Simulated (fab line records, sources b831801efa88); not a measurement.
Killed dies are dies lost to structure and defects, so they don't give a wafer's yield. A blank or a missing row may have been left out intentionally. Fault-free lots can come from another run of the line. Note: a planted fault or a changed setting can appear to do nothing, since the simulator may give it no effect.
The tool behind it: which one?    flow sky130    Sampling: 8 lots, 24 wafers, 5 of 708 route steps

== WHAT THE GAUGES READ, wafer by wafer ==
SKY_VIA2_OVL_MEAS_13. Usual: VIA2_OVL gives -1 nm (standard deviation 4.8).
lot   measured      on          VIA2_OVL (nm)  flag
L559  day 41 12:04  overlay-01  -4 3 3         
L561  day 41 21:16  overlay-01  -17 -3 -4      
L562  day 42 01:59  overlay-01  4 -7 -6        
L563  day 42 06:41  overlay-02  4 7 0          
L565  day 42 18:45  overlay-02  2 6 3          

== TOOL THAT RAN EACH LOT (tool first, then ch and the chambers of the sampled wafers, then the start) ==
lot   SKY_METAL1_STRIP_20                  SKY_METAL2_ETCH_18                SKY_METAL2_METAL_ETCH_19          SKY_METAL2_STRIP_20
L552  plasmaAsher-02 ch 0,1, day 35 18:05  rieMetal-02 ch 0,1, day 38 01:10  rieMetal-02 ch 0,1, day 38 01:13  plasmaAsher-02 ch 0,1, day 38 01:19
L553  plasmaAsher-01 ch 0,1, day 36 12:11  rieMetal-04 ch 0,1, day 38 18:21  rieMetal-04 ch 0,1, day 38 18:25  plasmaAsher-03 ch 0,1, day 38 18:31
L554  plasmaAsher-02 ch 0,1, day 36 14:14  rieMetal-03 ch 0,1, day 38 19:49  rieMetal-03 ch 0,1, day 38 19:52  plasmaAsher-04 ch 0,1, day 38 19:58
L559  plasmaAsher-03 ch 0,1, day 38 06:32  rieMetal-02 ch 0, day 40 10:41    rieMetal-02 ch 0, day 40 10:49    plasmaAsher-02 ch 1, day 40 11:00
L561  plasmaAsher-02 ch 0,1, day 38 16:49  rieMetal-03 ch 0,1, day 40 20:11  rieMetal-03 ch 0,1, day 40 20:15  plasmaAsher-02 ch 0,1, day 40 20:21
L562  plasmaAsher-03 ch 0,1, day 38 20:47  rieMetal-02 ch 0,1, day 41 00:19  rieMetal-02 ch 0,1, day 41 00:22  plasmaAsher-02 ch 0,1, day 41 00:28
L563  plasmaAsher-02 ch 0,1, day 39 01:23  rieMetal-03 ch 0,1, day 41 05:19  rieMetal-03 ch 0,1, day 41 05:22  plasmaAsher-04 ch 0,1, day 41 05:28
L565  plasmaAsher-02 ch 1, day 39 15:05    rieMetal-04 ch 0,1, day 41 17:55  rieMetal-04 ch 0,1, day 41 17:58  plasmaAsher-04 ch 0, day 41 18:04
- SKY_METAL1_STRIP_20: strips in O2/N2.
- SKY_METAL2_ETCH_18: etches BARC in N2/H2, stops on SiO2, time 45.9 s, target depth 60 nm.
- SKY_METAL2_METAL_ETCH_19: etches the open film in Cl2/BCl3, stops on SiO2, target depth 360 nm, time 78 s.
- SKY_METAL2_STRIP_20: strips in O2/N2.

== AS READ BY THE TOOLS THEMSELVES (means over the sampled wafers that have a number; for cases with no such wafer, the mark the record gives instead) ==
SKY_METAL1_STRIP_20. Usual: chamberPressureMTorr 1500.0 mTorr, standard deviation 1.3; drypumpMotorCurrentA 5.50 A, standard deviation 0.29; n2FlowSccm 300.0 sccm, standard deviation 0.95; o2FlowSccm 2999 sccm, standard deviation 7.4; oesProductAu 0.345 a.u., standard deviation 0.0048; stripTimeToEndpointS 2.75 s, standard deviation 0.039.
lot   tool            chamberPressureMTorr (mTorr)  drypumpMotorCurrentA (A)  n2FlowSccm (sccm)  o2FlowSccm (sccm)  oesProductAu (a.u.)  stripTimeToEndpointS (s)  flag
L552  plasmaAsher-02  1500.4                        5.37                      299.7              2994               0.350                2.75                      
L553  plasmaAsher-01  1499.4                        5.65                      300.7              3005               0.345                2.76                      
L554  plasmaAsher-02  1500.5                        5.38                      299.7              3006               0.348                2.77                      
L559  plasmaAsher-03  1500.5                        5.33                      299.4              2999               0.344                2.79                      
L561  plasmaAsher-02  1500.5                        5.51                      299.8              2993               0.343                2.75                      
L562  plasmaAsher-03  1500.1                        5.61                      300.1              3001               0.348                2.76                      
L563  plasmaAsher-02  1501.0                        5.39                      299.7              3005               0.339                2.75                      
L565  plasmaAsher-02  1499.2                        5.26                      299.9              2999               0.345                2.79                      

SKY_METAL2_ETCH_18. Usual: biasW 100.0 W, standard deviation 0.34; chamberPressureMTorr 30.00 mTorr, standard deviation 0.036; drypumpMotorCurrentA 5.7 A, standard deviation 0.4; n2FlowSccm 100.0 sccm, standard deviation 0.3; oesProductAu 0.854 a.u., standard deviation 0.005; throttleValvePct 13.225 %, standard deviation 0.009.
lot   tool         biasW (W)  chamberPressureMTorr (mTorr)  drypumpMotorCurrentA (A)  n2FlowSccm (sccm)  oesProductAu (a.u.)  throttleValvePct (%)  flag
L552  rieMetal-02  -          -                             -                         -                  -                    -                     OFF
L553  rieMetal-04  -          -                             -                         -                  -                    -                     OFF
L554  rieMetal-03  -          -                             -                         -                  -                    -                     OFF
L559  rieMetal-02  99.5       30.00                         5.2                       100.5              0.852                13.228                
L561  rieMetal-03  100.2      30.03                         5.8                       99.9               0.858                13.225                
L562  rieMetal-02  100.6      30.00                         5.6                       100.0              0.856                13.232                
L563  rieMetal-03  100.0      30.01                         5.8                       99.9               0.851                13.231                
L565  rieMetal-04  99.9       29.98                         6.1                       99.9               0.855                13.227                

SKY_METAL2_METAL_ETCH_19. Usual: bcl3FlowSccm 30.00 sccm, standard deviation 0.092; biasW 48.50 W, standard deviation 0.14; chamberPressureMTorr 9.999 mTorr, standard deviation 0.0084; drypumpMotorCurrentA 5.7 A, standard deviation 0.4; oesProductAu 0.850 a.u., standard deviation 0.0083; throttleValvePct 22.266 %, standard deviation 0.01.
lot   tool         bcl3FlowSccm (sccm)  biasW (W)  chamberPressureMTorr (mTorr)  drypumpMotorCurrentA (A)  oesProductAu (a.u.)  throttleValvePct (%)  flag
L552  rieMetal-02  30.06                48.43      9.998                         5.4                       0.371                22.262                OFF
L553  rieMetal-04  30.00                48.29      9.999                         5.8                       0.382                22.263                OFF
L554  rieMetal-03  29.98                48.36      9.993                         5.8                       0.378                22.258                OFF
L559  rieMetal-02  29.98                48.42      10.003                        5.2                       0.848                22.270                
L561  rieMetal-03  29.95                48.57      9.988                         5.8                       0.849                22.265                
L562  rieMetal-02  30.00                48.59      9.999                         5.5                       0.845                22.267                
L563  rieMetal-03  29.91                48.52      10.006                        5.7                       0.862                22.285                
L565  rieMetal-04  29.98                48.48      9.997                         6.1                       0.846                22.268                

SKY_METAL2_STRIP_20. Usual: chamberPressureMTorr 1500.1 mTorr, standard deviation 1.4; drypumpMotorCurrentA 5.5 A, standard deviation 0.38; n2FlowSccm 300.1 sccm, standard deviation 0.89; o2FlowSccm 3001 sccm, standard deviation 8.7; oesProductAu 0.343 a.u., standard deviation 0.0059; stripTimeToEndpointS 2.72 s, standard deviation 0.079.
lot   tool            chamberPressureMTorr (mTorr)  drypumpMotorCurrentA (A)  n2FlowSccm (sccm)  o2FlowSccm (sccm)  oesProductAu (a.u.)  stripTimeToEndpointS (s)  flag
L552  plasmaAsher-02  1499.7                        5.5                       300.6              3007               0.369                3.25                      OFF
L553  plasmaAsher-03  1499.8                        5.3                       301.5              3002               0.363                3.09                      OFF
L554  plasmaAsher-04  1499.9                        5.3                       300.1              3006               0.369                3.21                      OFF
L559  plasmaAsher-02  1499.5                        5.2                       298.8              2984               0.350                2.81                      
L561  plasmaAsher-02  1499.3                        5.4                       299.4              3001               0.342                2.77                      
L562  plasmaAsher-02  1500.1                        5.5                       300.2              2993               0.342                2.69                      
L563  plasmaAsher-04  1499.8                        5.3                       299.5              2995               0.351                2.76                      
L565  plasmaAsher-04  1501.5                        6.0                       300.4              3000               0.339                2.55                      

== THE ANSWER, worked out from the rows above alone ==
Rule: a lot is off if the mean of its wafers that have a number lies more than 3 standard deviations from the usual mean. Also off: a lot with no number at a reading for which 4 or more lots have one. Any other lot the step has rows for is counted as sound. After the gauges, taken in route order, come the tools' own readings; for these a lot's mean is taken, as printed above. At the first step where some lot is off, the reading lying furthest off is the one used; lots without a number count as furthest.
Off at SKY_METAL2_ETCH_18 (biasW): L552, L553, L554. Without a number there: L552, L553, L554.
If a tool, at that step or one of the process steps before it, ran each lot that is off and ran no sound lot following the first of them, it fits. No candidate that was tried fits.

== WHAT THE SIMULATOR PUT IN ==
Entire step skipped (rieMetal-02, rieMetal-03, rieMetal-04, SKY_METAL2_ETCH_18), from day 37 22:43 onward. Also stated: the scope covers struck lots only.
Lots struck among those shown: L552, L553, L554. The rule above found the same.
